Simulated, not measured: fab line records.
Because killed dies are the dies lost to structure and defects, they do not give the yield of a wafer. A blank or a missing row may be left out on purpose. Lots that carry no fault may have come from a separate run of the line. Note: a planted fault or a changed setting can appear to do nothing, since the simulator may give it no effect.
The tool behind it: which one? | flow sfqLine | 45 wafers from 15 lots sampled at 4 of the route's 325 steps

== WHAT THE GAUGES SHOWED, per wafer ==
The record holds no reading of a measuring or inspecting step that can be judged against a usual standard deviation.

== WHAT TOOL EACH LOT RAN ON (gives the tool, then ch and the chambers of the sampled wafers, and finally the start) ==
lot  | SFQ_TRILAYER_I4_VIA_STRIP_STRIP_107 | SFQ_TRILAYER_JJ_CE_METRO_MEASURE_117 | SFQ_TRILAYER_M5_BARC_OPEN_METAL_ETCH_161 | SFQ_TRILAYER_R5_ETCH_METAL_ETCH_139
L137 | rieMetal-03 ch 0, day 59 11:12      | cdSem-02, day 64 23:00               | rieMetal-03 ch 0,1, day 65 03:43         | rieMetal-01 ch 0,1, day 65 13:48
L138 | rieMetal-04 ch 0,1, day 60 01:24    | cdSem-01, day 65 11:00               | rieMetal-03 ch 0,1, day 65 15:35         | rieMetal-04 ch 1, day 67 06:02
L139 | rieMetal-04 ch 0,1, day 60 14:24    | cdSem-02, day 65 22:36               | rieMetal-01 ch 0,1, day 70 01:26         | rieMetal-01 ch 1, day 74 11:06
L142 | rieMetal-02 ch 0,1, day 61 21:51    | cdSem-01, day 66 02:24               | rieMetal-03 ch 0,1, day 70 07:26         | rieMetal-01 ch 0,1, day 74 18:14
L144 | rieMetal-02 ch 0,1, day 62 02:51    | cdSem-01, day 66 05:00               | rieMetal-01 ch 0,1, day 70 12:16         | rieMetal-03 ch 0,1, day 74 21:52
L146 | rieMetal-03 ch 0,1, day 62 14:39    | cdSem-01, day 66 07:00               | rieMetal-01 ch 0,1, day 70 15:50         | rieMetal-01 ch 0,1, day 75 01:26
L147 | rieMetal-03 ch 0,1, day 63 03:51    | cdSem-02, day 66 08:12               | rieMetal-03 ch 0,1, day 70 17:02         | rieMetal-01 ch 0,1, day 75 03:50
L151 | rieMetal-03 ch 1, day 64 11:34      | cdSem-02, day 66 13:12               | rieMetal-01 ch 0,1, day 71 01:26         | rieMetal-01 ch 0,1, day 75 12:14
L153 | rieMetal-03 ch 0,1, day 65 20:33    | cdSem-02, day 69 23:26               | rieMetal-03 ch 0,1, day 74 08:36         | rieMetal-04 ch 0,1, day 78 19:29
L154 | rieMetal-03 ch 0,1, day 66 10:25    | cdSem-02, day 70 20:38               | rieMetal-03 ch 0,1, day 75 02:35         | rieMetal-04 ch 0,1, day 79 07:01
L155 | rieMetal-03 ch 1, day 66 16:25      | cdSem-02, day 71 05:14               | rieMetal-02 ch 0, day 75 13:24           | rieMetal-01 ch 0,1, day 79 20:20
L156 | rieMetal-02 ch 1, day 66 22:37      | cdSem-01, day 71 12:26               | rieMetal-03 ch 0,1, day 75 21:34         | rieMetal-01 ch 0,1, day 80 04:44
L157 | rieMetal-04 ch 1, day 67 13:18      | cdSem-02, day 72 01:26               | rieMetal-03 ch 0,1, day 76 05:58         | rieMetal-01 ch 0,1, day 80 15:32
L158 | rieMetal-02 ch 0,1, day 67 15:54    | cdSem-01, day 72 05:26               | rieMetal-02 ch 0, day 76 08:24           | rieMetal-04 ch 0,1, day 80 19:09
L159 | rieMetal-02 ch 0,1, day 67 18:06    | cdSem-02, day 72 09:50               | rieMetal-03 ch 0,1, day 76 11:58         | rieMetal-03 ch 0,1, day 80 21:32
- SFQ_TRILAYER_I4_VIA_STRIP_STRIP_107: strips in O2.
- SFQ_TRILAYER_JJ_CE_METRO_MEASURE_117
- SFQ_TRILAYER_M5_BARC_OPEN_METAL_ETCH_161: etches BARC in O2, target depth 125 nm, time 41.7 s.
- SFQ_TRILAYER_R5_ETCH_METAL_ETCH_139: etches the open film in Cl2, stops on SiO2, target depth 60 nm, time 40 s.

== WHAT THE TOOLS THEMSELVES READ (means of the sampled wafers that have a number; where no wafer has one, the mark that the record gives instead) ==
SFQ_TRILAYER_I4_VIA_STRIP_STRIP_107.
lot  | tool        | drypumpMotorCurrentA (A) | oesProductAu (a.u.)
L137 | rieMetal-03 | 5.58                     | 0.999
L138 | rieMetal-04 | 5.23                     | 0.997
L139 | rieMetal-04 | 5.28                     | 0.995
L142 | rieMetal-02 | 5.83                     | 1.004
L144 | rieMetal-02 | 5.82                     | 0.997
L146 | rieMetal-03 | 5.51                     | 0.998
L147 | rieMetal-03 | 5.52                     | 1.000
L151 | rieMetal-03 | 5.33                     | 1.000
L153 | rieMetal-03 | 5.40                     | 1.001
L154 | rieMetal-03 | 5.51                     | 0.998
L155 | rieMetal-03 | 5.32                     | 1.000
L156 | rieMetal-02 | 5.74                     | 0.998
L157 | rieMetal-04 | 5.33                     | 0.995
L158 | rieMetal-02 | 5.93                     | 0.994
L159 | rieMetal-02 | 5.84                     | 0.992

SFQ_TRILAYER_JJ_CE_METRO_MEASURE_117.
lot  | tool     | cdNm (nm)
L137 | cdSem-02 | 701.3
L138 | cdSem-01 | 699.5
L139 | cdSem-02 | 699.7
L142 | cdSem-01 | 700.3
L144 | cdSem-01 | 699.3
L146 | cdSem-01 | 698.3
L147 | cdSem-02 | 700.9
L151 | cdSem-02 | 700.9
L153 | cdSem-02 | 700.1
L154 | cdSem-02 | 698.2
L155 | cdSem-02 | 699.5
L156 | cdSem-01 | 701.1
L157 | cdSem-02 | 697.9
L158 | cdSem-01 | 700.6
L159 | cdSem-02 | 700.2

SFQ_TRILAYER_M5_BARC_OPEN_METAL_ETCH_161.
lot  | tool        | drypumpMotorCurrentA (A) | oesProductAu (a.u.)
L137 | rieMetal-03 | 5.40                     | 0.684
L138 | rieMetal-03 | 5.39                     | 0.685
L139 | rieMetal-01 | 5.75                     | 0.683
L142 | rieMetal-03 | 5.39                     | 0.685
L144 | rieMetal-01 | 5.74                     | 0.687
L146 | rieMetal-01 | 5.78                     | 0.681
L147 | rieMetal-03 | 5.42                     | 0.684
L151 | rieMetal-01 | 5.74                     | 0.680
L153 | rieMetal-03 | 5.43                     | 0.688
L154 | rieMetal-03 | 5.42                     | 0.687
L155 | rieMetal-02 | 5.97                     | 0.689
L156 | rieMetal-03 | 5.50                     | 0.689
L157 | rieMetal-03 | 5.40                     | 0.683
L158 | rieMetal-02 | 6.03                     | 0.687
L159 | rieMetal-03 | 5.40                     | 0.680

SFQ_TRILAYER_R5_ETCH_METAL_ETCH_139.
lot  | tool        | drypumpMotorCurrentA (A) | oesProductAu (a.u.)
L137 | rieMetal-01 | 5.77                     | 0.994
L138 | rieMetal-04 | 5.34                     | 0.992
L139 | rieMetal-01 | 5.72                     | 0.990
L142 | rieMetal-01 | 5.79                     | 0.988
L144 | rieMetal-03 | 5.39                     | 0.991
L146 | rieMetal-01 | 5.76                     | 0.944
L147 | rieMetal-01 | 5.75                     | 0.897
L151 | rieMetal-01 | 5.76                     | 0.944
L153 | rieMetal-04 | 5.23                     | 0.991
L154 | rieMetal-04 | 5.23                     | 0.986
L155 | rieMetal-01 | 5.74                     | 0.993
L156 | rieMetal-01 | 5.78                     | 0.989
L157 | rieMetal-01 | 5.76                     | 0.996
L158 | rieMetal-04 | 5.21                     | 0.985
L159 | rieMetal-03 | 5.40                     | 0.995

== THE ANSWER, worked out from the rows above alone ==
Rule: the usual values come from the lots themselves. The widest of any qualifying gaps counts: lots, ordered by their means at a reading, are off when they make up no more than a third of the lots, leave a main group of 4 or more, and stand apart from it by 3 or more times the standard deviation of that group's means. If all means in a main group match to the digits the tables above print for the reading, that group is not used. A lot without any number at a reading at which 4 lots or more have one is off too. Where the step has rows for the other lots, those lots are counted as sound. After the gauges, taken in route order, come the tools' own readings; for these a lot's mean is taken, as printed above. The first step at which some lot is off is used, and at that step the reading that is off furthest; a lot without a number counts as furthest.
Off at SFQ_TRILAYER_R5_ETCH_METAL_ETCH_139 (oesProductAu): L146, L147, L151. The main group has a mean of 0.991 a.u. with a standard deviation of 0.0033.
A tool fits if, at that step or a process step before it, it ran every lot that is off, and no sound lot after the first of them. None of those tried fits.

== WHAT THE SIMULATOR HAD PUT IN ==
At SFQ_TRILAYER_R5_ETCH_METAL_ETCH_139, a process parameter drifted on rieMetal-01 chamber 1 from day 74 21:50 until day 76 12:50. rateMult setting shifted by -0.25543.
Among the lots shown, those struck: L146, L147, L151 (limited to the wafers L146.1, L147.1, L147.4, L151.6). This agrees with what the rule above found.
